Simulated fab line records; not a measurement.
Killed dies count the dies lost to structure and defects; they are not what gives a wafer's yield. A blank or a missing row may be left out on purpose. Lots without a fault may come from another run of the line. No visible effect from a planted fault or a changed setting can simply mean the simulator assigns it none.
Matching of chambers	flow sky130	4 sister chambers for SKY_PAD_OPEN_ETCH_07 on rie_diel-01
The step etches the open film in CF4/O2, stops on AlCu, target depth 725 nm, time 161.1 s. 14 wafers are shown with their chamber, then 7 later ones without.

EACH WAFER AND ITS CHAMBER
wafer	chamber	oes_product_au (a.u.)	O2_flow_sccm (sccm)	throttle_valve_pct (%)
L658.1	3	0.984	9.99	5.945
L658.3	0	0.959	9.99	5.978
L658.4	2	0.975	9.95	5.963
L659.2	0	0.968	9.99	5.961
L659.3	3	0.973	10.05	5.974
L659.4	2	0.970	10.04	5.963
L660.2	1	0.972	10.02	5.971
L660.3	2	0.969	10.05	5.968
L660.5	2	0.977	10.05	5.975
L661.1	2	0.978	10.03	5.966
L661.5	0	0.987	9.95	5.973
L661.6	1	0.999	9.97	5.960
L663.3	2	0.965	10.01	5.945
L663.4	3	0.968	9.98	5.953

SIGNATURES, as means of the wafers listed above
reading	chamber 0	chamber 1	chamber 2	chamber 3	scatter within a chamber
oes_product_au	0.97133	0.98550	0.97233	0.97500	0.0102
O2_flow_sccm	9.9767	9.9950	10.0217	10.0067	0.0353
throttle_valve_pct	5.97067	5.96550	5.96333	5.95733	0.0108
Rule: distance of a wafer from a chamber = root of the sum over the readings of ((wafer's reading minus chamber's mean) / reading's scatter) squared. If the next closest chamber is less than 2 further off than the closest, the wafer can't be placed; otherwise it belongs to the closest. The scatter: the root of (the sum of the squares of (reading less its chamber's mean) over the shown wafers, divided by (wafers less chambers)).

WAFERS WITHOUT THEIR CHAMBER
wafer	oes_product_au (a.u.)	O2_flow_sccm (sccm)	throttle_valve_pct (%)
L663.5	0.977	9.99	5.972
L665.3	0.986	9.97	5.961
L665.4	0.973	9.99	5.979
L665.5	0.973	9.97	5.980
L670.2	0.973	10.05	5.967
L670.3	0.980	9.99	5.970
L670.5	0.985	10.06	5.963

WHICH CHAMBER EACH WENT THROUGH
wafer	from the rows above	in truth
L663.5	can't be placed: 0 or 1 or 2 or 3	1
L665.3	can't be placed: 1 or 3 or 0 or 2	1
L665.4	can't be placed: 0 or 2 or 1 or 3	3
L665.5	can't be placed: 0 or 1 or 2 or 3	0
L670.2	can't be placed: 2 or 3 or 1 or 0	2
L670.3	can't be placed: 1 or 0 or 2 or 3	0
L670.5	can't be placed: 2 or 1 or 3 or 0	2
Placed correctly: 0 of 7. Can't be placed from these rows: 7 (the true chamber is among the candidates in 7). Placed wrongly: 0.
